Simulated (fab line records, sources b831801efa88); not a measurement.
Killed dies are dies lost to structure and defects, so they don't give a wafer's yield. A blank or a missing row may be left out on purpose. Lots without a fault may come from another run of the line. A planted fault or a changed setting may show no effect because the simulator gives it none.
fab line records | flow sky130
record lots=6 wafers=18 last_day=49
route steps=708 shown VIA1@473 METAL2@483 PAD_OPEN@708
lots that met no fault: from a run of the same line without faults
start_h: hours from the record's first day to the start of the lot's first wafer shown | wait_h: hours since the lot's step before | " the same as in the row above | L1.1+2: a row that stands for several wafers | - no value, or no start given | * or withheld: withheld | < > ~ a bound
route shown NAME@n: a module of which the file shows steps, and the number in the route of the first | usual: mean/standard deviation of fault-free wafers | same: alike in all rows | chamber/n: place in a boat | sites: the reading at each site | _std_site: their standard deviation | _edge_site: outer sites' mean less inner sites' | radius_mm: how far each site lies from the wafer's centre | mask NAME#n: copy n | behind: the tool/chamber that last shaped the wafer | hold: why the lot was held/for how many hours/how that ended | device: the transistor (n, p or np) that didn't switch | end of line: the same wafers' tests at the end of the route | a step without rows: its recipe alone | killed: dies lost to structure and defects at the first sort, not the wafer's yield | map: a wafer's dies, x killed, . not, _ none there
set.NAME: the setting as run; set.NAME@STEP: as run at that earlier step | model.NAME: the simulator's own value behind a step, which no gauge read
lots at some steps of the route; a table a step, a row a wafer
services: from which hour (start_h, from the record's first day; less than 0 if before it) a tool's chamber was out of use, for how many hours, and why
## steps
# step SKY_VIA1_ETCH_15
# recipe target=SiO2 chemistry=C4F8/O2/Ar target_depth_nm=351 stop_on=TiN mask_material=KrF-thick source_w=1500 bias_w=1200 pressure_mtorr=40 c4f8_flow_sccm=withheld O2_flow_sccm=6 Ar_flow_sccm=300 time_s=54
# step SKY_VIA1_STRIP_16
# recipe chemistry=O2/N2 power_w=1400 pressure_mtorr=1500 platen_temp_c=withheld o2_flow_sccm=3000 n2_flow_sccm=300 overash_fraction=0.5
# step SKY_VIA1_STRIP_17
# recipe chemistry=post_etch_residue_remover time_s=1200 temp_c=72.5
# step SKY_VIA1_CLEAN_18
# recipe chemistry=IPA time_s=180 temp_c=25
# step SKY_VIA1_CLEAN_19
# recipe chemistry=O3/DIW dry=n2_spin
# step SKY_VIA1_SPUTTER_20
# recipe material=TiN target_thk_nm=20 chamber_pressure_pa=5 power_w=4000 time_s=80
# step SKY_VIA1_CVD_21
# recipe material=W target_thk_nm=270 time_s=80.902 temp_c=400 pressure_torr=40
# usual heater_power_w=905/70 susceptor_temp_C=400.00/0.21
# columns lot.wafer tool chamber start_h wait_h heater_power_w since_wet_clean_h susceptor_temp_C
L789.1 cvd_w-01 0 807.39 0.0 874 403 400.09
L789.3 " 0 " " 874 - 400.10
L789.5 " 1 " " 818 - 400.33
L790.2 cvd_w-02 0 814.18 0.0 994 910 399.72
L790.3 " 1 " " 933 - 400.03
L790.5 " 1 " " 914 - 400.33
L795.1 cvd_w-01 0 847.77 0.0 884 444 400.10
L795.3 " 0 " " 866 - 399.96
L795.5 " 1 " " 818 - 399.75
L796.1 cvd_w-02 0 850.94 0.0 1009 947 399.70
L796.5 " 1 " " 923 - 399.98
L796.6 " 0 " " 1040 - 400.00
L804.2 cvd_w-01 1 917.53 0.0 797 514 399.68
L804.4 " 1 " " 822 - 399.72
L804.5 " 0 " " 869 - 399.75
L808.1 cvd_w-01 0 940.49 0.0 875 537 399.66
L808.4 " 0 " " 861 - 399.91
L808.5 " 0 " " 871 - 399.84
# step SKY_VIA1_RS_MEAS_22
# recipe thk_meas_gauge=four-point-probe reads=W_of_VIA1_CVD_21+TiN_of_VIA1_SPUTTER_20
# usual VIA1_W_RS=0.427/0.0052
# columns lot.wafer tool chamber start_h wait_h VIA1_W_RS[ohm/sq]
L789.1 film_metro-03 - 807.48 0.1 0.425
L789.3 " - " " 0.420
L789.5 " - " " 0.427
L790.2 film_metro-04 - 814.30 0.1 0.433
L790.3 " - " " 0.427
L790.5 " - " " 0.422
L795.1 film_metro-01 - 847.87 0.1 0.417
L795.3 " - " " 0.421
L795.5 " - " " 0.422
L796.1 film_metro-01 - 851.04 0.1 0.433
L796.5 " - " " 0.414
L796.6 " - " " 0.434
L804.2 film_metro-01 - 917.64 0.1 0.426
L804.4 " - " " 0.428
L804.5 " - " " 0.429
L808.1 film_metro-03 - 940.59 0.1 0.430
L808.4 " - " " 0.423
L808.5 " - " " 0.429
# step SKY_VIA1_THK_MEAS_23
# recipe thk_meas_gauge=xrf reads=W_of_VIA1_CVD_21
# usual VIA1_W_THK=269/3.4
# columns lot.wafer tool chamber start_h wait_h VIA1_W_THK[nm]
L789.1 film_metro-03 - 807.60 0.1 268
L789.3 " - " " 270
L789.5 " - " " 266
L790.2 film_metro-04 - 814.41 0.1 266
L790.3 " - " " 270
L790.5 " - " " 274
L795.1 film_metro-01 - 847.99 0.1 277
L795.3 " - " " 273
L795.5 " - " " 274
L796.1 film_metro-01 - 851.16 0.1 266
L796.5 " - " " 279
L796.6 " - " " 264
L804.2 film_metro-01 - 917.75 0.1 273
L804.4 " - " " 271
L804.5 " - " " 271
L808.1 film_metro-03 - 940.71 0.1 266
L808.4 " - " " 269
L808.5 " - " " 266
# step SKY_VIA1_CMP_24
# recipe stop_on=SiO2 t_overpolish_s=15 down_force_psi=3.5 platen_rpm=60 target_thk_nm=0 pad_velocity_m_s=0.94248
# step SKY_METAL2_SPUTTER_00
# recipe material=Ti target_thk_nm=15 power_w=3000 time_s=10 chamber_pressure_pa=0.4
# usual throttle_valve_pct=30.4/0.93
# columns lot.wafer tool chamber start_h wait_h throttle_valve_pct
L789.1 pvd_sputter-04 - 807.96 0.1 31.3
L789.3 " - " " 30.6
L789.5 " - " " 30.4
L790.2 pvd_sputter-01 - 814.76 0.1 28.8
L790.3 " - " " 30.6
L790.5 " - " " 28.9
L795.1 pvd_sputter-01 - 848.35 0.2 29.6
L795.3 " - " " 30.5
L795.5 " - " " 29.7
L796.1 pvd_sputter-01 - 851.52 0.1 29.7
L796.5 " - " " 29.9
L796.6 " - " " 30.0
L804.2 pvd_sputter-01 - 918.10 0.1 30.4
L804.4 " - " " 30.0
L804.5 " - " " 28.6
L808.1 pvd_sputter-04 - 941.07 0.1 29.3
L808.4 " - " " 31.0
L808.5 " - " " 31.0
# step SKY_METAL2_SPUTTER_01
# recipe material=TiN target_thk_nm=20 power_w=6500 time_s=16.7 chamber_pressure_pa=0.4
# usual throttle_valve_pct=30.4/0.95
# columns lot.wafer tool chamber start_h wait_h throttle_valve_pct
L789.1 pvd_sputter-04 - 807.98 0.0 30.7
L789.3 " - " " 30.7
L789.5 " - " " 30.5
L790.2 pvd_sputter-01 - 814.78 0.0 28.6
L790.3 " - " " 30.4
L790.5 " - " " 28.7
L795.1 pvd_sputter-01 - 848.37 0.0 29.7
L795.3 " - " " 30.5
L795.5 " - " " 29.7
L796.1 pvd_sputter-01 - 851.54 0.0 29.9
L796.5 " - " " 30.1
L796.6 " - " " 29.8
L804.2 pvd_sputter-01 - 918.13 0.0 30.5
L804.4 " - " " 29.8
L804.5 " - " " 28.6
L808.1 pvd_sputter-04 - 941.09 0.0 29.3
L808.4 " - " " 30.9
L808.5 " - " " 30.9
# step SKY_METAL2_SPUTTER_02
# recipe material=AlCu target_thk_nm=250 power_w=10600 time_s=13.3 chamber_pressure_pa=0.4
# usual throttle_valve_pct=30.4/0.93
# columns lot.wafer tool chamber start_h wait_h throttle_valve_pct model.AlCu_of_METAL2_SPUTTER_02.thk_nm
L789.1 pvd_sputter-04 - 808.01 0.0 30.9 253.8
L789.3 " - " " 31.0 251.2
L789.5 " - " " 30.7 256.9
L790.2 pvd_sputter-01 - 814.80 0.0 28.6 249
L790.3 " - " " 30.8 252.4
L790.5 " - " " 28.5 247.6
L795.1 pvd_sputter-01 - 848.39 0.0 29.8 252.3
L795.3 " - " " 30.6 195.6
L795.5 " - " " 30.0 190.5
L796.1 pvd_sputter-01 - 851.56 0.0 29.6 250.1
L796.5 " - " " 29.8 188.4
L796.6 " - " " 29.8 250.3
L804.2 pvd_sputter-01 - 918.15 0.0 30.6 253.9
L804.4 " - " " 29.8 248.9
L804.5 " - " " 28.6 249
L808.1 pvd_sputter-04 - 941.11 0.0 29.3 250.7
L808.4 " - " " 31.0 250.3
L808.5 " - " " 31.0 248.5
# step SKY_METAL2_SPUTTER_03
# recipe material=Ti target_thk_nm=5 power_w=3000 time_s=3.3 chamber_pressure_pa=0.4
# step SKY_METAL2_SPUTTER_04
# recipe material=TiN target_thk_nm=70 power_w=6500 time_s=58.3 chamber_pressure_pa=0.4
# step SKY_METAL2_RS_MEAS_05
# recipe thk_meas_gauge=four-point-probe reads=TiN_of_METAL2_SPUTTER_04+Ti_of_METAL2_SPUTTER_03+AlCu_of_METAL2_SPUTTER_02+TiN_of_METAL2_SPUTTER_01+Ti_of_METAL2_SPUTTER_00
# usual METAL2_ALCU_RS=0.1264/0.0016
# columns lot.wafer tool chamber start_h wait_h METAL2_ALCU_RS[ohm/sq]
L789.1 film_metro-02 - 808.10 0.0 0.1249
L789.3 " - " " 0.1261
L789.5 " - " " 0.1232
L790.2 film_metro-02 - 814.92 0.0 0.1275
L790.3 " - " " 0.1254
L790.5 " - " " 0.1280
L795.1 film_metro-01 - 848.49 0.0 0.1253
L795.3 " - " " 0.1634
L795.5 " - " " 0.1678
L796.1 film_metro-01 - 851.66 0.0 0.1265
L796.5 " - " " 0.1696
L796.6 " - " " 0.1263
L804.2 film_metro-02 - 918.26 0.0 0.1251
L804.4 " - " " 0.1273
L804.5 " - " " 0.1275
L808.1 film_metro-03 - 941.20 0.0 0.1260
L808.4 " - " " 0.1263
L808.5 " - " " 0.1273
# step SKY_METAL2_THK_MEAS_06
# recipe thk_meas_gauge=xrf reads=AlCu_of_METAL2_SPUTTER_02
# usual METAL2_ALCU_THK=251/3.5
# columns lot.wafer tool chamber start_h wait_h METAL2_ALCU_THK[nm]
L789.1 film_metro-02 - 808.22 0.1 257
L789.3 " - " " 251
L789.5 " - " " 257
L790.2 film_metro-02 - 815.03 0.1 252
L790.3 " - " " 254
L790.5 " - " " 250
L795.1 film_metro-01 - 848.61 0.1 252
L795.3 " - " " 198
L795.5 " - " " 190
L796.1 film_metro-01 - 851.78 0.1 251
L796.5 " - " " 188
L796.6 " - " " 248
L804.2 film_metro-02 - 918.37 0.1 256
L804.4 " - " " 251
L804.5 " - " " 252
L808.1 film_metro-03 - 941.32 0.1 249
L808.4 " - " " 247
L808.5 " - " " 248
# step SKY_METAL2_DEHYDRATE_07
# recipe temp_c=200 time_s=60
# step SKY_METAL2_HMDS_08
# recipe prime_time_s=60 prime_temp_c=120
# step SKY_METAL2_COAT_09
# recipe resist=BARC temp_c=withheld time_s=withheld spin_rpm=3000 resist_thk_nm=60
# step SKY_METAL2_COAT_10
# recipe resist=KrF-thick spin_rpm=3000 resist_thk_nm=450
# step SKY_METAL2_SOFTBAKE_11
# recipe temp_c=100 time_s=90 resist=KrF-thick
# step SKY_METAL2_EXPOSE_12
# recipe mask_id=MM2 na=0.8 source_shape=annular sigma_inner=0.55 sigma_outer=0.85 target_cd_nm=140 dose_mj=28
# step SKY_METAL2_PEB_13
# recipe peb_temp_c=withheld peb_time_s=withheld resist=KrF-thick
# step SKY_METAL2_DEVELOP_14
# recipe develop_time_s=60 resist=KrF-thick dev_temp_c=21
# step SKY_METAL2_CD_MEAS_15
# recipe target_cd_nm=140
# usual cd_nm=139.0/1.4
# columns lot.wafer tool chamber start_h wait_h cd_nm
L789.1 cd_sem-01 - 834.56 - 138.2
L789.3 " - " " 138.8
L789.5 " - " " 138.7
L790.2 cd_sem-01 - 841.12 - 142.1
L790.3 " - " " 141.4
L790.5 " - " " 142.2
L795.1 cd_sem-02 - 874.25 - 139.0
L795.3 " - " " 140.8
L795.5 " - " " 141.7
L796.1 cd_sem-01 - 877.90 - 139.0
L796.5 " - " " 138.6
L796.6 " - " " 139.4
L804.2 cd_sem-02 - 942.78 - 137.0
L804.4 " - " " 137.8
L804.5 " - " " 136.6
L808.1 cd_sem-02 - 965.95 - 140.1
L808.4 " - " " 137.7
L808.5 " - " " 137.8
# step SKY_METAL2_OVL_MEAS_16
# usual METAL2_OVL=-2/5
# columns lot.wafer tool chamber start_h wait_h METAL2_OVL[nm]
L789.1 overlay-02 - 834.68 0.1 -3
L789.3 " - " " -2
L789.5 " - " " -1
L790.2 overlay-01 - 841.23 0.1 -2
L790.3 " - " " -12
L790.5 " - " " -12
L795.1 overlay-01 - 874.37 0.1 10
L795.3 " - " " 3
L795.5 " - " " 0
L796.1 overlay-02 - 878.02 0.1 0
L796.5 " - " " 8
L796.6 " - " " -4
L804.2 overlay-02 - 942.88 0.1 -7
L804.4 " - " " -16
L804.5 " - " " -4
L808.1 overlay-01 - 966.07 0.1 -10
L808.4 " - " " -11
L808.5 " - " " -3
# step SKY_METAL2_DESCUM_17
# recipe chemistry=O2 source_power_w=150 bias_power_w=0 pressure_mtorr=10 temp_c=40 time_s=8
# step SKY_METAL2_ETCH_18
# recipe chemistry=N2/H2 target=BARC ion_energy_ev=200 bias_w=100 pressure_mtorr=30 n2_flow_sccm=100 h2_flow_sccm=200 icp_w=500 stop_on=SiO2 time_s=45.9 target_depth_a=600
# usual drypump_motor_current_A=5.7/0.52 oes_product_au=0.855/0.0055 throttle_valve_pct=13.225/0.0077
# columns lot.wafer tool chamber start_h wait_h drypump_motor_current_A oes_product_au rf_hours_counter_h throttle_valve_pct
L789.1 rie_metal-01 1 834.75 0.0 5.7 0.854 7 13.239
L789.3 " 1 " " 5.7 0.854 - 13.224
L789.5 " 1 " " 5.7 0.857 - 13.205
L790.2 rie_metal-02 1 841.29 0.0 5.5 0.856 18 13.226
L790.3 " 0 " " 6.4 0.859 - 13.218
L790.5 " 1 " " 5.5 0.851 - 13.236
L795.1 rie_metal-01 0 874.44 0.0 4.9 0.850 7 13.223
L795.3 " 0 " " 4.8 0.859 - 13.232
L795.5 " 1 " " 5.7 0.860 - 13.213
L796.1 rie_metal-03 0 878.09 0.0 5.5 0.858 10 13.217
L796.5 " 1 " " 5.9 0.857 - 13.209
L796.6 " 0 " " 5.5 0.852 - 13.222
L804.2 rie_metal-02 1 942.95 0.0 5.5 0.849 4 13.234
L804.4 " 1 " " 5.5 0.865 - 13.229
L804.5 " 0 " " 6.4 0.857 - 13.226
L808.1 rie_metal-02 1 966.14 0.0 5.5 0.853 5 13.232
L808.4 " 0 " " 6.4 0.860 - 13.231
L808.5 " 1 " " 5.5 0.855 - 13.219
# step SKY_METAL2_METAL_ETCH_19
# recipe target_depth_a=3600 stop_on=SiO2 over_etch_frac=0.3 time_s=78 chemistry=Cl2/BCl3 resist_sidewall_deg=88 pressure_mtorr=10 icp_w=900 bias_w=48.5 Cl2_flow_sccm=60 bcl3_flow_sccm=30
# usual drypump_motor_current_A=5.7/0.53 oes_product_au=0.855/0.0055 throttle_valve_pct=22.265/0.0085
# same over_etch_frac=0.3
# columns lot.wafer tool chamber start_h wait_h drypump_motor_current_A oes_product_au rf_hours_counter_h throttle_valve_pct
L789.1 rie_metal-01 1 834.82 0.0 5.7 0.863 7 22.257
L789.3 " 1 " " 5.7 0.856 - 22.260
L789.5 " 1 " " 5.7 0.843 - 22.260
L790.2 rie_metal-02 1 841.36 0.0 5.5 0.846 18 22.270
L790.3 " 0 " " 6.3 0.858 - 22.263
L790.5 " 1 " " 5.5 0.857 - 22.277
L795.1 rie_metal-01 0 874.50 0.0 4.8 0.862 7 22.273
L795.3 " 0 " " 4.9 0.799 - 22.270
L795.5 " 1 " " 5.7 0.810 - 22.285
L796.1 rie_metal-03 0 878.15 0.0 5.5 0.858 10 22.267
L796.5 " 1 " " 5.9 0.796 - 22.245
L796.6 " 0 " " 5.5 0.861 - 22.263
L804.2 rie_metal-02 1 943.04 0.1 5.5 0.859 4 22.245
L804.4 " 1 " " 5.5 0.858 - 22.257
L804.5 " 0 " " 6.4 0.856 - 22.259
L808.1 rie_metal-02 1 966.20 0.0 5.5 0.860 5 22.253
L808.4 " 0 " " 6.4 0.856 - 22.253
L808.5 " 1 " " 5.5 0.859 - 22.271
# step SKY_METAL2_STRIP_20
# recipe chemistry=O2/N2 power_w=1400 pressure_mtorr=1500 platen_temp_c=withheld o2_flow_sccm=3000 n2_flow_sccm=300 overash_fraction=0.5
# usual drypump_motor_current_A=5.9/0.42 oes_product_au=0.342/0.0045 strip_time_to_endpoint_s=2.69/0.031
# columns lot.wafer tool chamber start_h wait_h drypump_motor_current_A oes_product_au rf_hours_counter_h strip_time_to_endpoint_s
L789.1 plasma_asher-01 1 834.91 0.1 6.7 0.335 8 2.66
L789.3 " 0 " " 6.1 0.341 - 2.62
L789.5 " 1 " " 6.7 0.339 - 2.68
L790.2 plasma_asher-03 1 841.45 0.1 5.7 0.344 75 2.70
L790.3 " 1 " " 5.7 0.341 - 2.63
L790.5 " 0 " " 5.8 0.349 - 2.72
L795.1 plasma_asher-04 0 874.59 0.1 6.0 0.345 97 2.68
L795.3 " 1 " " 5.3 0.352 - 2.70
L795.5 " 1 " " 5.3 0.345 - 2.71
L796.1 plasma_asher-04 0 878.24 0.1 6.0 0.347 98 2.67
L796.5 " 0 " " 6.0 0.344 - 2.70
L796.6 " 1 " " 5.3 0.340 - 2.68
L804.2 plasma_asher-04 1 943.16 0.1 5.3 0.344 104 2.72
L804.4 " 1 " " 5.3 0.344 - 2.72
L804.5 " 0 " " 6.0 0.339 - 2.69
L808.1 plasma_asher-03 1 966.29 0.1 5.8 0.346 88 2.70
L808.4 " 0 " " 5.8 0.337 - 2.68
L808.5 " 0 " " 5.8 0.340 - 2.71
# step SKY_PAD_OPEN_PROBE_99
# usual defect_limited_yield=82.5/1.9 killed_at_M0_to_M3=43/6.8 killed_at_M4_up=3.2/1.7 killed_at_contacts=24/5.7 killed_at_front_end=16/4.3 killed_at_other=0.3/0.56 killed_dies=86/9.5 killed_on_rim=16/3.6 killed_open=47/6.9 killed_short=39/5.8 sort_bin_3_pad_short=0.9/0.39 sort_bin_5_function=10.3/1.5 sort_bin_6_memory=6.3/1.1 sort_n_pass=406/9.5 sort_yield_pct=82.5/1.9
# same gross_dies=492 killed_at_back_side=0 sort_bin_4_leakage[%]=0 sort_bin_8_speed[%]=0
# columns lot.wafer tool chamber start_h wait_h defect_limited_yield[%] killed_at_M0_to_M3 killed_at_M4_up killed_at_contacts killed_at_front_end killed_at_other killed_dies killed_on_rim killed_open killed_short sort_bin_3_pad_short[%] sort_bin_5_function[%] sort_bin_6_memory[%] sort_n_pass sort_yield_pct[%] model.etest.met2.line_ohm_um model.etest.met2.rs_ohm_sq
L789.1 prober-01 - 1086.32 0.1 81.9 48 2 21 17 1 89 17 55 34 0.8 9.8 7.5 403 81.9 0.8893 0.1254
L789.3 prober-01 - 1086.42 0.2 86.4 36 1 23 7 0 67 9 41 26 0.8 8.1 4.7 425 86.4 0.9306 0.1278
L789.5 prober-01 - 1086.52 0.2 83.1 36 5 29 13 0 83 16 48 35 1.2 9.1 6.5 409 83.1 0.8788 0.125
L790.2 prober-02 - 1090.22 0.1 82.1 41 2 29 16 0 88 15 43 45 1.2 10.6 6.1 404 82.1 0.9189 0.1287
L790.3 prober-02 - 1090.27 0.2 83.1 36 2 24 21 0 83 19 47 36 1.0 10.2 5.7 409 83.1 0.8719 0.1254
L790.5 prober-02 - 1090.37 0.2 82.1 46 1 23 18 0 88 15 51 37 0.2 10.8 6.9 404 82.1 0.9151 0.1291
L795.1 prober-01 - 1117.31 0.1 84.8 32 2 23 18 0 75 17 42 33 1.0 8.5 5.7 417 84.8 0.8944 0.1251
L795.3 prober-01 - 1117.41 0.2 81.9 42 1 24 22 0 89 17 45 44 1.2 10.0 6.9 403 81.9 1.157 0.1653
L795.5 prober-01 - 1117.51 0.2 83.9 30 4 27 18 0 79 10 43 35 0.8 8.9 6.3 413 83.9 1.169 0.1712
L796.1 prober-02 - 1120.92 0.1 81.3 59 4 22 7 0 92 16 60 32 1.0 11.8 5.9 400 81.3 0.9051 0.1281
L796.5 prober-02 - 1121.12 0.2 80.1 53 3 26 16 0 98 18 50 48 1.4 11.2 7.3 394 80.1 1.229 0.1725
L796.6 prober-02 - 1121.17 0.2 76.0 55 4 37 21 1 118 23 70 48 0.4 14.2 9.3 374 76.0 0.8999 0.1291
L804.2 prober-02 - 1171.87 0.1 81.5 48 4 26 12 1 91 22 45 45 1.4 13.0 4.1 401 81.5 0.9049 0.1265
L804.4 prober-02 - 1171.97 0.2 81.1 36 3 39 15 0 93 21 50 43 1.0 12.2 5.7 399 81.1 0.9325 0.1284
L804.5 prober-02 - 1172.02 0.2 80.3 52 4 30 11 0 97 16 53 44 0.4 10.8 8.5 395 80.3 0.9565 0.1304
L808.1 prober-01 - 1186.83 0.1 82.5 44 2 23 15 2 86 13 48 38 1.0 9.1 7.3 406 82.5 0.9249 0.1288
L808.4 prober-01 - 1186.98 0.2 83.7 42 1 25 11 1 80 18 42 37 1.2 8.9 6.1 412 83.7 0.9261 0.1288
L808.5 prober-01 - 1187.03 0.2 81.9 49 3 22 15 0 89 16 49 40 0.6 11.0 6.5 403 81.9 0.9458 0.1302
# killed by level:class
L789.1 VIA1:geometric_particle:open=12 CONTACT:geometric_particle:open=11 VIA1:geometric_particle:short=10 VIA3:geometric_particle:open=7 FIELD_ISO:geometric_particle:open=6 VIA2:geometric_particle:open=6 LI_CONTACT:geometric_particle:open=4 METAL1:geometric_particle:short=4
L789.3 CONTACT:geometric_particle:open=8 LI_CONTACT:geometric_particle:open=8 VIA2:geometric_particle:open=7 METAL1:geometric_particle:short=5 VIA1:geometric_particle:open=5 METAL1:geometric_particle:open=4 FIELD_ISO:geometric_particle:short=3 METAL2:geometric_particle:open=3
L789.5 VIA1:geometric_particle:open=11 CONTACT:geometric_particle:open=9 LI_CONTACT:geometric_particle:open=8 VIA1:geometric_particle:short=8 VIA2:geometric_particle:open=7 CONTACT:geometric_particle:short=5 POLY_GATE:geometric_particle:short=4 METAL2:geometric_particle:short=4
L790.2 CONTACT:geometric_particle:open=14 VIA2:geometric_particle:open=9 LI_CONTACT:geometric_particle:open=6 VIA1:geometric_particle:short=6 POLY_GATE:geometric_particle:short=5 VIA1:geometric_particle:open=5 METAL3:geometric_particle:short=5 FIELD_ISO:geometric_particle:open=4
L790.3 VIA1:geometric_particle:open=9 VIA2:geometric_particle:short=8 LI_CONTACT:geometric_particle:open=7 FIELD_ISO:geometric_particle:open=6 CONTACT:geometric_particle:open=6 VIA3:geometric_particle:open=6 CONTACT:geometric_particle:short=5 FIELD_ISO:geometric_particle:short=4
L790.5 VIA1:geometric_particle:open=13 LI_CONTACT:geometric_particle:open=9 CONTACT:geometric_particle:open=9 FIELD_ISO:geometric_particle:short=8 VIA2:geometric_particle:open=6 VIA2:geometric_particle:short=6 VIA3:geometric_particle:open=5 FIELD_ISO:geometric_particle:open=4
L795.1 CONTACT:geometric_particle:open=8 VIA2:geometric_particle:open=7 FIELD_ISO:geometric_particle:open=6 POLY_GATE:geometric_particle:short=6 LI_CONTACT:geometric_particle:open=6 VIA1:geometric_particle:open=6 METAL2:geometric_particle:short=6 VIA1:geometric_particle:short=5
L795.3 CONTACT:geometric_particle:open=12 FIELD_ISO:geometric_particle:short=8 POLY_GATE:geometric_particle:short=8 VIA1:geometric_particle:open=7 VIA2:geometric_particle:open=7 METAL2:geometric_particle:short=6 VIA3:geometric_particle:open=6 LI_CONTACT:geometric_particle:open=5
L795.5 CONTACT:geometric_particle:open=14 VIA1:geometric_particle:open=8 POLY_GATE:geometric_particle:open=6 POLY_GATE:geometric_particle:short=6 LI_CONTACT:geometric_particle:open=4 CONTACT:geometric_particle:short=4 VIA3:geometric_particle:short=4 LI_CONTACT:geometric_particle:short=3
L796.1 VIA2:geometric_particle:open=12 LI_CONTACT:geometric_particle:open=12 VIA1:geometric_particle:open=12 VIA3:geometric_particle:open=9 VIA1:geometric_particle:short=8 CONTACT:geometric_particle:open=5 METAL2:geometric_particle:short=5 VIA2:geometric_particle:short=4
L796.5 VIA1:geometric_particle:open=17 LI_CONTACT:geometric_particle:open=9 VIA3:geometric_particle:short=7 CONTACT:geometric_particle:open=6 METAL1:geometric_particle:short=6 FIELD_ISO:geometric_particle:open=5 CONTACT:geometric_particle:short=5 METAL2:geometric_particle:short=5
L796.6 VIA1:geometric_particle:open=17 LI_CONTACT:geometric_particle:open=13 VIA2:geometric_particle:open=10 CONTACT:geometric_particle:short=7 VIA3:geometric_particle:open=7 VIA1:geometric_particle:short=7 CONTACT:geometric_particle:open=6 LI_CONTACT:geometric_particle:short=6
L804.2 CONTACT:geometric_particle:open=8 VIA2:geometric_particle:open=8 VIA1:geometric_particle:open=7 LI_CONTACT:geometric_particle:open=7 METAL2:geometric_particle:short=7 METAL3:geometric_particle:short=7 VIA2:geometric_particle:short=6 METAL1:geometric_particle:short=5
L804.4 CONTACT:geometric_particle:open=15 VIA3:geometric_particle:open=7 LI_CONTACT:geometric_particle:open=6 LOCAL_INTERCONNECT:geometric_particle:short=6 CONTACT:geometric_particle:short=6 VIA1:geometric_particle:open=6 POLY_GATE:geometric_particle:open=5 LI_CONTACT:geometric_particle:short=5
L804.5 CONTACT:geometric_particle:open=14 VIA3:geometric_particle:open=12 VIA1:geometric_particle:short=10 LI_CONTACT:geometric_particle:open=8 VIA1:geometric_particle:open=6 VIA2:geometric_particle:open=6 METAL3:geometric_particle:short=5 CONTACT:geometric_particle:short=5
L808.1 VIA1:geometric_particle:open=10 VIA3:geometric_particle:open=8 CONTACT:geometric_particle:open=7 LI_CONTACT:geometric_particle:open=6 VIA2:geometric_particle:open=5 FIELD_ISO:geometric_particle:open=5 METAL1:geometric_particle:short=5 VIA1:geometric_particle:short=5
L808.4 CONTACT:geometric_particle:open=9 VIA1:geometric_particle:short=8 VIA2:geometric_particle:open=7 CONTACT:geometric_particle:short=6 METAL2:geometric_particle:short=6 VIA1:geometric_particle:open=6 VIA3:geometric_particle:open=6 POLY_GATE:geometric_particle:open=4
L808.5 VIA1:geometric_particle:open=11 VIA3:geometric_particle:open=7 LOCAL_INTERCONNECT:geometric_particle:short=6 POLY_GATE:geometric_particle:open=5 LI_CONTACT:geometric_particle:open=5 VIA2:geometric_particle:open=5 CONTACT:geometric_particle:open=5 VIA1:geometric_particle:short=5
## services
# columns tool chamber start_h hours kind
plasma_asher-03 - 783.87 0.4 repair
plasma_asher-01 - 827.90 4.4 repair
pvd_sputter-04 2 830.43 - consumable_replace:kit
pvd_sputter-04 2 830.43 18.0 scheduled_down
pvd_sputter-04 2 830.43 18.0 vent_cycle
pvd_sputter-01 3 831.87 - consumable_replace:kit
pvd_sputter-01 3 831.87 18.0 scheduled_down
pvd_sputter-01 3 831.87 18.0 vent_cycle
rie_metal-03 1 840.40 2.4 repair
rie_metal-02 1 848.24 - clean
rie_metal-02 1 848.24 18.5 scheduled_down
rie_metal-02 1 848.24 18.5 vent_cycle
rie_metal-02 - 870.06 1.5 repair
pvd_sputter-01 - 878.05 16.1 repair
cvd_w-02 - 904.00 14.0 pm
cvd_w-02 0 904.00 14.0 vent_cycle
cvd_w-02 1 904.00 14.0 vent_cycle
rie_metal-01 - 912.37 2.8 pm
cvd_w-02 0 918.00 - clean
cvd_w-02 1 918.00 - clean
rie_metal-01 - 920.22 0.5 repair
plasma_asher-03 - 921.52 1.1 repair
rie_metal-03 1 948.72 16.2 repair
## key
first_sign step=SKY_METAL2_RS_MEAS_05 reading=METAL2_ALCU_RS direction=up sigmas=26 usual=0.1264 struck=0.1669
effect step=SKY_METAL2_THK_MEAS_06 reading=METAL2_ALCU_THK direction=down sigmas=17 usual=251 struck=192
effect step=SKY_METAL2_METAL_ETCH_19 reading=oes_product_au direction=down sigmas=9.6 usual=0.855 struck=0.802
model_effect step=SKY_METAL2_SPUTTER_02 value=AlCu_of_METAL2_SPUTTER_02.thk_nm without=252 struck=191.5
model_effect step=SKY_PAD_OPEN_PROBE_99 value=etest.met2.line_ohm_um without=0.8904 struck=1.185
met_at SKY_METAL2_SPUTTER_02
struck_wafers L795.3,L795.5,L796.5
onset_between 814.80 848.39
fault kind=process_parameter_drift tool=pvd_sputter-01 chamber=- onset_h=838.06 steps=SKY_METAL2_SPUTTER_02 channel=target_thk_nm offset=-60.502 shape=step end_h=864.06 scope=struck_wafers_only acts_in=these_recipes_only stated=250
